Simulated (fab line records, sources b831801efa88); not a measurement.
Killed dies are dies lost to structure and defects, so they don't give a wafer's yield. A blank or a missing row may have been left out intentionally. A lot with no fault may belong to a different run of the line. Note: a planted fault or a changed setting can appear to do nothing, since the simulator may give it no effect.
Chamber matching | flow sky130 | rie diel-03 running SKY_FIELD_ISO_ETCH_14: 4 sister chambers
The step etches BARC in N2/H2, stops on SiO2, time 45.9 s, target depth 60 nm. 18 wafers are shown with their chamber, then 9 later ones without.

WAFERS PAIRED WITH THEIR CHAMBERS
wafer  | chamber | drypump motor current A (A) | throttle valve pct (%) | chamber pressure mTorr (mTorr)
L535.1 | 1       | 5.8                         | 13.209                 | 30.029
L535.2 | 0       | 5.5                         | 13.235                 | 30.027
L535.4 | 2       | 5.7                         | 13.229                 | 29.962
L536.1 | 1       | 5.9                         | 13.231                 | 30.006
L536.3 | 0       | 5.5                         | 13.239                 | 30.016
L536.6 | 3       | 6.2                         | 13.227                 | 29.996
L539.2 | 2       | 5.8                         | 13.223                 | 30.044
L539.3 | 3       | 6.2                         | 13.215                 | 30.066
L539.5 | 3       | 6.2                         | 13.202                 | 30.009
L542.1 | 2       | 5.8                         | 13.218                 | 29.990
L542.2 | 1       | 5.8                         | 13.220                 | 30.083
L542.5 | 1       | 5.8                         | 13.220                 | 30.036
L550.1 | 3       | 6.2                         | 13.210                 | 30.036
L550.4 | 1       | 5.8                         | 13.219                 | 30.035
L550.6 | 0       | 5.6                         | 13.231                 | 30.000
L554.1 | 3       | 6.2                         | 13.218                 | 30.001
L554.5 | 0       | 5.5                         | 13.230                 | 29.983
L554.6 | 1       | 5.8                         | 13.220                 | 30.018

SIGNATURES, as means of the wafers listed above
reading                 | chamber 0 | chamber 1 | chamber 2 | chamber 3 | scatter within a chamber
drypump motor current A | 5.525     | 5.817     | 5.767     | 6.200     | 0.0401
throttle valve pct      | 13.23375  | 13.21983  | 13.22333  | 13.21440  | 0.00707
chamber pressure mTorr  | 30.00650  | 30.03450  | 29.99867  | 30.02160  | 0.0286
Rule: for a wafer and a chamber, the distance is found by dividing, reading by reading, the gap between the wafer's reading and the chamber's mean by the reading's scatter, squaring, summing and taking the root. If the next closest chamber is less than 2 further off than the closest, the wafer can't be placed; otherwise it belongs to the closest. The scatter is the square root of a quotient: the sum, over the shown wafers, of each reading's squared deviation from its chamber's mean, divided by wafers minus chambers.

WAFERS WHOSE CHAMBER IS MISSING
wafer  | drypump motor current A (A) | throttle valve pct (%) | chamber pressure mTorr (mTorr)
L556.3 | 5.8                         | 13.225                 | 29.975
L556.4 | 5.8                         | 13.239                 | 30.015
L556.5 | 5.8                         | 13.216                 | 30.075
L557.1 | 5.8                         | 13.227                 | 30.020
L557.3 | 5.5                         | 13.230                 | 29.997
L557.5 | 5.8                         | 13.219                 | 29.991
L558.2 | 5.5                         | 13.229                 | 30.035
L558.5 | 6.2                         | 13.207                 | 29.995
L558.6 | 5.8                         | 13.215                 | 29.973

WHICH CHAMBER EACH ONE RAN IN
wafer  | from the rows above     | in truth
L556.3 | can't be placed: 2 or 1 | 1
L556.4 | can't be placed: 2 or 1 | 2
L556.5 | can't be placed: 1 or 2 | 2
L557.1 | can't be placed: 1 or 2 | 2
L557.3 | 0                       | 0
L557.5 | can't be placed: 2 or 1 | 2
L558.2 | 0                       | 0
L558.5 | 3                       | 3
L558.6 | can't be placed: 2 or 1 | 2
3 of 9 placed correctly. These rows do not allow placing 6 (true chamber among the candidates in 6). Number placed wrongly: 0.
